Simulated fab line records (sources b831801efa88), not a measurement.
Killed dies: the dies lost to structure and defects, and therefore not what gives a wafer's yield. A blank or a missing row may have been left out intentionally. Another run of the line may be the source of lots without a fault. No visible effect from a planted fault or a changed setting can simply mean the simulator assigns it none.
The tool behind it: which one? -- flow gf180mcu -- 12 lots with 33 wafers sampled at 3 steps, on a route of 602 steps

== WHAT THE GAUGES READ, wafer by wafer ==
GF_PSD_RS_MEAS_14: the measuring method here is four-point-probe.
lot,measured,on,NSD_RS (ohm/sq)
L620,day 14 04:14,filmMetro-04,46.13 46.29 46.24
L621,day 14 13:35,filmMetro-01,46.24 46.25 46.17
L626,day 16 04:17,filmMetro-01,41.40 41.50
L627,day 16 11:10,filmMetro-04,46.39 41.67
L628,day 16 20:13,filmMetro-01,46.16 41.56
L635,day 19 08:32,filmMetro-02,46.02 46.14 46.12
L636,day 19 13:08,filmMetro-01,46.29 46.27 46.39
L637,day 20 12:04,filmMetro-04,46.08 46.11 46.26
L639,day 20 19:43,filmMetro-02,46.19 46.17 46.14
L640,day 21 06:07,filmMetro-04,46.09 46.19 46.14
L643,day 22 06:58,filmMetro-02,45.94 45.96 46.10
L642,day 22 09:19,filmMetro-01,46.27 46.23 46.22

GF_PSD_RS_MEAS_15: the measuring method here is four-point-probe.
lot,measured,on,PSD_RS (ohm/sq)
L620,day 14 04:22,filmMetro-04,108.6 108.7 108.9
L621,day 14 13:42,filmMetro-01,108.6 108.3 108.4
L626,day 16 04:25,filmMetro-01,100.4 100.3
L627,day 16 11:17,filmMetro-04,109.2 100.7
L628,day 16 20:20,filmMetro-01,108.7 100.2
L635,day 19 08:40,filmMetro-02,108.6 108.9 108.6
L636,day 19 13:16,filmMetro-01,109.2 109.0 109.3
L637,day 20 12:11,filmMetro-04,108.8 109.0 109.0
L639,day 20 19:50,filmMetro-02,108.8 108.6 108.7
L640,day 21 06:14,filmMetro-04,108.8 108.9 108.4
L643,day 22 07:05,filmMetro-02,107.6 108.0 108.0
L642,day 22 09:26,filmMetro-01,108.7 108.7 108.9

== EACH LOT AND THE TOOL THAT RAN IT (in order: tool; ch and the chambers of the sampled wafers; start) ==
lot,GF_PSD_RTA_13
L620,"rtpAnneal-02 ch 0, day 14 04:09"
L621,"rtpAnneal-02 ch 0, day 14 13:29"
L626,"rtpAnneal-02 ch 0, day 16 04:11"
L627,"rtpAnneal-02 ch 0, day 16 11:05"
L628,"rtpAnneal-02 ch 0, day 16 20:08"
L635,"rtpAnneal-01 ch 0, day 19 08:27"
L636,"rtpAnneal-02 ch 0, day 19 13:03"
L637,"rtpAnneal-02 ch 0, day 20 11:59"
L639,"rtpAnneal-02 ch 0, day 20 19:38"
L640,"rtpAnneal-02 ch 0, day 21 06:01"
L643,"rtpAnneal-02 ch 0, day 22 06:53"
L642,"rtpAnneal-01 ch 0, day 22 09:13"
- GF_PSD_RTA_13: time 20 s.

== WHAT THE TOOLS THEMSELVES READ (means of the sampled wafers that have a number; where no wafer has one, the mark that the record gives instead) ==
GF_PSD_RTA_13.
lot,tool,annealTempCMax,lampPowerPct (%),runLengthS (s),wafer_temp_C_max
L620,rtpAnneal-02,1027.0,30.0,48.5,1033.7
L621,rtpAnneal-02,1028.2,30.0,48.4,1033.8
L626,rtpAnneal-02,1027.9,30.0,74.7,1034.2
L627,rtpAnneal-02,1029.3,30.0,61.6,1034.7
L628,rtpAnneal-02,1028.5,30.0,61.4,1033.3
L635,rtpAnneal-01,1027.0,31.5,48.7,1028.0
L636,rtpAnneal-02,1028.4,30.0,48.3,1033.9
L637,rtpAnneal-02,1028.0,30.0,48.4,1033.6
L639,rtpAnneal-02,1028.2,30.0,48.3,1032.3
L640,rtpAnneal-02,1028.1,30.0,48.6,1034.4
L643,rtpAnneal-02,1027.8,30.0,48.4,1033.9
L642,rtpAnneal-01,1028.2,31.5,48.6,1029.0

== THE ANSWER, worked out from the rows above alone ==
Rule: the lots themselves supply what counts as usual. Put in order of their means at a reading, lots are off if they are a third of the lots or fewer, leave a main group of 4 or more, and stand apart from it by a gap of 3 or more times the standard deviation of the main group's means; of several such gaps the widest counts. The tables above print the reading to a certain number of digits; a main group whose means all agree to those digits is not used. A lot without any number at a reading at which 4 lots or more have one is off too. All remaining lots with rows at the step are treated as sound. First the gauges in route order, then the tools' own readings, where a lot's mean is used as printed above. At the first step where some lot is off, the reading lying furthest off is the one used; lots without a number count as furthest.
Off: L626, L627, L628, seen at GF_PSD_RS_MEAS_14 (NSD_RS). Mean 46.17 ohm/sq and standard deviation 0.087 in the main group.
If a tool, at a process step before that reading, ran all the lots that are off and no sound lot after the first of them, it fits. Not tried: the gauges at GF_PSD_RS_MEAS_14; whatever is off there is also off at GF_PSD_RTA_13, on other tools, and gauge error can't account for it. Not one of the candidates tried fits.

== WHAT THE SIMULATOR PUT IN ==
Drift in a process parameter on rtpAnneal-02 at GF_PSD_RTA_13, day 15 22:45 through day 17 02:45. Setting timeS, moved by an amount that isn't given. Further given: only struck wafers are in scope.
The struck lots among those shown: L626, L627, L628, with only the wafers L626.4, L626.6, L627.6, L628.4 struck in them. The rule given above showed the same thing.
